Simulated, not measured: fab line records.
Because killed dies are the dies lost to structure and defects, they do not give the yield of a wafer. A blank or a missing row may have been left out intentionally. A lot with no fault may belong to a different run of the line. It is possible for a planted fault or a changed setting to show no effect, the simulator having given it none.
What tool caused it? -- flow gf180mcu -- 10 lots, 30 wafers sampled, at 1 step of a route of 602

## WHAT EACH GAUGE READ, for each wafer
GF_M5_CD_MEAS_07: target cd 280 nm.
lot,measured,on,cd-nm (nm)
L809,day 26 18:06,cd-sem-02,280.0 280.0 280.5
L810,day 26 21:59,cd-sem-02,282.6 282.3 281.7
L814,day 28 04:39,cd-sem-02,280.3 279.1 279.4
L825,day 31 22:59,cd-sem-01,280.6 280.4 279.8
L826,day 32 00:21,cd-sem-02,280.7 281.3 280.9
L827,day 32 07:21,cd-sem-01,282.1 280.4 280.2
L828,day 32 07:47,cd-sem-02,282.0 282.4 280.8
L829,day 32 12:30,cd-sem-01,279.1 278.4 278.5
L831,day 32 20:45,cd-sem-01,280.8 280.5 281.6
L830,day 32 23:10,cd-sem-02,281.4 281.6 281.1

## WHICH TOOL RAN EACH LOT (tool, then ch and the chambers of the sampled wafers, then the start)
No process step before these readings appears in the record.

## WHAT THE TOOLS THEMSELVES READ (means of the sampled wafers that have a number; where no wafer has one, the mark that the record gives instead)
The record holds no such reading with a usual standard deviation.

## THE ANSWER, worked out from the rows above alone
Rule: the lots themselves supply what counts as usual. The widest of any qualifying gaps counts: lots, ordered by their means at a reading, are off when they make up no more than a third of the lots, leave a main group of 4 or more, and stand apart from it by 3 or more times the standard deviation of that group's means. Not used: any main group whose means are identical at the precision the tables above print for the reading. A lot without any number at a reading at which 4 lots or more have one is off too. Where the step has rows for the other lots, those lots are counted as sound. Order of review: gauges by route order, followed by the tools' own readings, for which a lot's mean as printed above is used. At the first step where some lot is off, the reading lying furthest off is the one used; lots without a number count as furthest.
None of the lots is off at any reading shown; this tells nothing.

## WHAT HAD BEEN PUT IN BY THE SIMULATOR
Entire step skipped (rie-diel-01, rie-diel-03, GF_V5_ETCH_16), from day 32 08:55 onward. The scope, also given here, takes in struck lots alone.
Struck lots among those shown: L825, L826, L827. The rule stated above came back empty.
